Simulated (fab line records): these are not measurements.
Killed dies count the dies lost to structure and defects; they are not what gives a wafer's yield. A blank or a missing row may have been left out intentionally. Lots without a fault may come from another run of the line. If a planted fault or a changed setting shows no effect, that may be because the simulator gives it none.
Which tool did it? :: flow gf180mcu :: 11 lots, 33 wafers sampled, at 5 steps of a route of 602

== WHAT THE GAUGES SHOWED, per wafer ==
GF_V2_THK_MEAS_03.
lot: L188
measured: day 18 21:07
on: film-metro-04
V2_CVD_02_THK (nm): 834 854 867

lot: L191
measured: day 20 14:28
on: film-metro-02
V2_CVD_02_THK (nm): 840 841 857

lot: L196
measured: day 23 02:26
on: film-metro-02
V2_CVD_02_THK (nm): 845 1279 861

lot: L197
measured: day 23 11:52
on: film-metro-04
V2_CVD_02_THK (nm): 1269 833 1283

lot: L201
measured: day 24 10:26
on: film-metro-02
V2_CVD_02_THK (nm): 872 854 862

lot: L206
measured: day 25 20:24
on: film-metro-02
V2_CVD_02_THK (nm): 833 825 847

lot: L207
measured: day 26 00:53
on: film-metro-03
V2_CVD_02_THK (nm): 825 850 863

lot: L208
measured: day 26 02:56
on: film-metro-03
V2_CVD_02_THK (nm): 851 850 856

lot: L209
measured: day 26 16:40
on: film-metro-02
V2_CVD_02_THK (nm): 834 843 840

lot: L210
measured: day 26 21:04
on: film-metro-02
V2_CVD_02_THK (nm): 853 875 861

lot: L211
measured: day 27 13:28
on: film-metro-03
V2_CVD_02_THK (nm): 843 835 857

GF_V2_CD_MEAS_14 targets a cd of 260 nm.
lot: L188
measured: day 19 21:59
on: cd-sem-01
cd-nm (nm): 260.3 260.9 260.5

lot: L191
measured: day 21 14:49
on: cd-sem-01
cd-nm (nm): 262.5 263.3 262.9

lot: L196
measured: day 24 02:01
on: cd-sem-02
cd-nm (nm): 260.3 259.3 259.4

lot: L197
measured: day 24 10:46
on: cd-sem-01
cd-nm (nm): 257.4 257.6 256.8

lot: L201
measured: day 25 07:55
on: cd-sem-02
cd-nm (nm): 259.8 258.6 260.0

lot: L206
measured: day 26 18:01
on: cd-sem-02
cd-nm (nm): 259.2 259.9 259.3

lot: L207
measured: day 26 21:41
on: cd-sem-01
cd-nm (nm): 259.7 259.2 260.2

lot: L208
measured: day 27 00:38
on: cd-sem-01
cd-nm (nm): 259.0 259.5 260.5

lot: L209
measured: day 27 12:50
on: cd-sem-02
cd-nm (nm): 259.2 260.4 257.9

lot: L210
measured: day 27 17:25
on: cd-sem-02
cd-nm (nm): 260.5 260.6 259.7

lot: L211
measured: day 28 09:21
on: cd-sem-01
cd-nm (nm): 260.4 260.5 260.2

== EACH LOT AND THE TOOL THAT RAN IT (in order: tool; ch and the chambers of the sampled wafers; start) ==
lot: L188
GF_V1_CMP_04: cmp-01 ch 0,1,3, day 16 22:18
GF_V2_CVD_02: pecvd-01 ch 0,1,2, day 18 21:02
GF_V2_CMP_04: cmp-01 ch 0,1,2, day 18 21:10

lot: L191
GF_V1_CMP_04: cmp-01 ch 1,2,3, day 18 12:04
GF_V2_CVD_02: pecvd-04 ch 0,1,2, day 20 14:23
GF_V2_CMP_04: cmp-01 ch 0,1,2, day 20 14:37

lot: L196
GF_V1_CMP_04: cmp-01 ch 0,3, day 21 00:09
GF_V2_CVD_02: pecvd-04 ch 0,1, day 23 02:22
GF_V2_CMP_04: cmp-01 ch 0,2,3, day 23 02:29

lot: L197
GF_V1_CMP_04: cmp-02 ch 0,1,3, day 21 10:47
GF_V2_CVD_02: pecvd-04 ch 0,1,2, day 23 11:48
GF_V2_CMP_04: cmp-02 ch 0,1,2, day 23 11:59

lot: L201
GF_V1_CMP_04: cmp-01 ch 0,1,2, day 22 09:17
GF_V2_CVD_02: pecvd-01 ch 0,1,2, day 24 10:21
GF_V2_CMP_04: cmp-01 ch 0,2, day 24 10:29

lot: L206
GF_V1_CMP_04: cmp-02 ch 1,2,3, day 23 21:47
GF_V2_CVD_02: pecvd-04 ch 0,1, day 25 20:20
GF_V2_CMP_04: cmp-02 ch 0,2, day 25 20:31

lot: L207
GF_V1_CMP_04: cmp-02 ch 0,2,3, day 24 01:38
GF_V2_CVD_02: pecvd-02 ch 1,2, day 26 00:49
GF_V2_CMP_04: cmp-02 ch 0,1,3, day 26 00:57

lot: L208
GF_V1_CMP_04: cmp-02 ch 0,1,3, day 24 05:46
GF_V2_CVD_02: pecvd-04 ch 0,2, day 26 02:52
GF_V2_CMP_04: cmp-02 ch 1,2, day 26 02:59

lot: L209
GF_V1_CMP_04: cmp-01 ch 0,2, day 24 19:29
GF_V2_CVD_02: pecvd-04 ch 0,1,2, day 26 16:34
GF_V2_CMP_04: cmp-02 ch 0,1, day 26 16:47

lot: L210
GF_V1_CMP_04: cmp-01 ch 0,1,3, day 24 23:29
GF_V2_CVD_02: pecvd-02 ch 0,2, day 26 20:59
GF_V2_CMP_04: cmp-01 ch 1,2, day 26 21:07

lot: L211
GF_V1_CMP_04: cmp-01 ch 0,1,2, day 25 17:59
GF_V2_CVD_02: pecvd-04 ch 0,2, day 27 13:23
GF_V2_CMP_04: cmp-02 ch 0,1,3, day 27 13:37
- GF_V1_CMP_04: polishes SiO2.
- GF_V2_CVD_02: deposits SiO2 from TEOS, target thk 850 nm, time 94.851 s.
- GF_V2_CMP_04: polishes SiO2.

== AS READ BY THE TOOLS THEMSELVES (means over the sampled wafers that have a number; for cases with no such wafer, the mark the record gives instead) ==
GF_V1_CMP_04.
lot: L188
tool: cmp-01
edge-zone-pressure-frac: 0.997
motor-current-A (A): 11.5
slurry-filter-dp-kPa (kPa): 13.45
time-to-endpoint-s (s): 80

lot: L191
tool: cmp-01
edge-zone-pressure-frac: 1.000
motor-current-A (A): 11.6
slurry-filter-dp-kPa (kPa): 13.57
time-to-endpoint-s (s): 78

lot: L196
tool: cmp-01
edge-zone-pressure-frac: 1.000
motor-current-A (A): 12.0
slurry-filter-dp-kPa (kPa): 13.47
time-to-endpoint-s (s): 71

lot: L197
tool: cmp-02
edge-zone-pressure-frac: 1.001
motor-current-A (A): 11.3
slurry-filter-dp-kPa (kPa): 13.48
time-to-endpoint-s (s): 78

lot: L201
tool: cmp-01
edge-zone-pressure-frac: 1.001
motor-current-A (A): 11.3
slurry-filter-dp-kPa (kPa): 13.51
time-to-endpoint-s (s): 77

lot: L206
tool: cmp-02
edge-zone-pressure-frac: 1.008
motor-current-A (A): 12.1
slurry-filter-dp-kPa (kPa): 13.57
time-to-endpoint-s (s): 84

lot: L207
tool: cmp-02
edge-zone-pressure-frac: 0.998
motor-current-A (A): 11.6
slurry-filter-dp-kPa (kPa): 13.51
time-to-endpoint-s (s): 77

lot: L208
tool: cmp-02
edge-zone-pressure-frac: 1.002
motor-current-A (A): 11.6
slurry-filter-dp-kPa (kPa): 13.40
time-to-endpoint-s (s): 85

lot: L209
tool: cmp-01
edge-zone-pressure-frac: 0.998
motor-current-A (A): 11.6
slurry-filter-dp-kPa (kPa): 13.46
time-to-endpoint-s (s): 78

lot: L210
tool: cmp-01
edge-zone-pressure-frac: 0.994
motor-current-A (A): 11.5
slurry-filter-dp-kPa (kPa): 13.45
time-to-endpoint-s (s): 83

lot: L211
tool: cmp-01
edge-zone-pressure-frac: 1.002
motor-current-A (A): 11.2
slurry-filter-dp-kPa (kPa): 13.49
time-to-endpoint-s (s): 81

GF_V2_CVD_02.
lot: L188
tool: pecvd-01
heater-power-w (W): 703

lot: L191
tool: pecvd-04
heater-power-w (W): 666

lot: L196
tool: pecvd-04
heater-power-w (W): 650

lot: L197
tool: pecvd-04
heater-power-w (W): 661

lot: L201
tool: pecvd-01
heater-power-w (W): 714

lot: L206
tool: pecvd-04
heater-power-w (W): 644

lot: L207
tool: pecvd-02
heater-power-w (W): 720

lot: L208
tool: pecvd-04
heater-power-w (W): 604

lot: L209
tool: pecvd-04
heater-power-w (W): 649

lot: L210
tool: pecvd-02
heater-power-w (W): 636

lot: L211
tool: pecvd-04
heater-power-w (W): 623

GF_V2_CMP_04.
lot: L188
tool: cmp-01
edge-zone-pressure-frac: 0.999
motor-current-A (A): 11.2
slurry-filter-dp-kPa (kPa): 13.38
time-to-endpoint-s (s): 74

lot: L191
tool: cmp-01
edge-zone-pressure-frac: 1.005
motor-current-A (A): 11.4
slurry-filter-dp-kPa (kPa): 13.56
time-to-endpoint-s (s): 78

lot: L196
tool: cmp-01
edge-zone-pressure-frac: 0.999
motor-current-A (A): 12.3
slurry-filter-dp-kPa (kPa): 13.59
time-to-endpoint-s (s): 136

lot: L197
tool: cmp-02
edge-zone-pressure-frac: 1.003
motor-current-A (A): 11.9
slurry-filter-dp-kPa (kPa): 13.49
time-to-endpoint-s (s): 186

lot: L201
tool: cmp-01
edge-zone-pressure-frac: 1.001
motor-current-A (A): 11.6
slurry-filter-dp-kPa (kPa): 13.46
time-to-endpoint-s (s): 80

lot: L206
tool: cmp-02
edge-zone-pressure-frac: 0.999
motor-current-A (A): 11.2
slurry-filter-dp-kPa (kPa): 13.47
time-to-endpoint-s (s): 77

lot: L207
tool: cmp-02
edge-zone-pressure-frac: 0.999
motor-current-A (A): 11.5
slurry-filter-dp-kPa (kPa): 13.41
time-to-endpoint-s (s): 81

lot: L208
tool: cmp-02
edge-zone-pressure-frac: 0.995
motor-current-A (A): 12.0
slurry-filter-dp-kPa (kPa): 13.55
time-to-endpoint-s (s): 82

lot: L209
tool: cmp-02
edge-zone-pressure-frac: 1.002
motor-current-A (A): 12.2
slurry-filter-dp-kPa (kPa): 13.59
time-to-endpoint-s (s): 80

lot: L210
tool: cmp-01
edge-zone-pressure-frac: 1.001
motor-current-A (A): 11.4
slurry-filter-dp-kPa (kPa): 13.65
time-to-endpoint-s (s): 83

lot: L211
tool: cmp-02
edge-zone-pressure-frac: 1.001
motor-current-A (A): 11.8
slurry-filter-dp-kPa (kPa): 13.51
time-to-endpoint-s (s): 79

== THE ANSWER, worked out from the rows above alone ==
Rule: usual is defined by the lots themselves. The widest of any qualifying gaps counts: lots, ordered by their means at a reading, are off when they make up no more than a third of the lots, leave a main group of 4 or more, and stand apart from it by 3 or more times the standard deviation of that group's means. If all means in a main group match to the digits the tables above print for the reading, that group is not used. A lot without any number at a reading at which 4 lots or more have one is off too. Any other lot the step has rows for is counted as sound. First the gauges in route order, then the tools' own readings, where a lot's mean is used as printed above. At the first step where some lot is off, the reading lying furthest off is the one used; lots without a number count as furthest.
Off: L196, L197, seen at GF_V2_THK_MEAS_03 (V2_CVD_02_THK). The main group has a mean of 849 nm with a standard deviation of 9.
A tool fits if, at a process step before that reading, it ran every lot that is off, and no sound lot after the first of them. Not tried: the gauges at GF_V2_THK_MEAS_03; whatever is off there is also off at GF_V2_CMP_04, on other tools, and gauge error can't account for it. Not one of the candidates tried fits.

== WHAT THE SIMULATOR HAD INSERTED ==
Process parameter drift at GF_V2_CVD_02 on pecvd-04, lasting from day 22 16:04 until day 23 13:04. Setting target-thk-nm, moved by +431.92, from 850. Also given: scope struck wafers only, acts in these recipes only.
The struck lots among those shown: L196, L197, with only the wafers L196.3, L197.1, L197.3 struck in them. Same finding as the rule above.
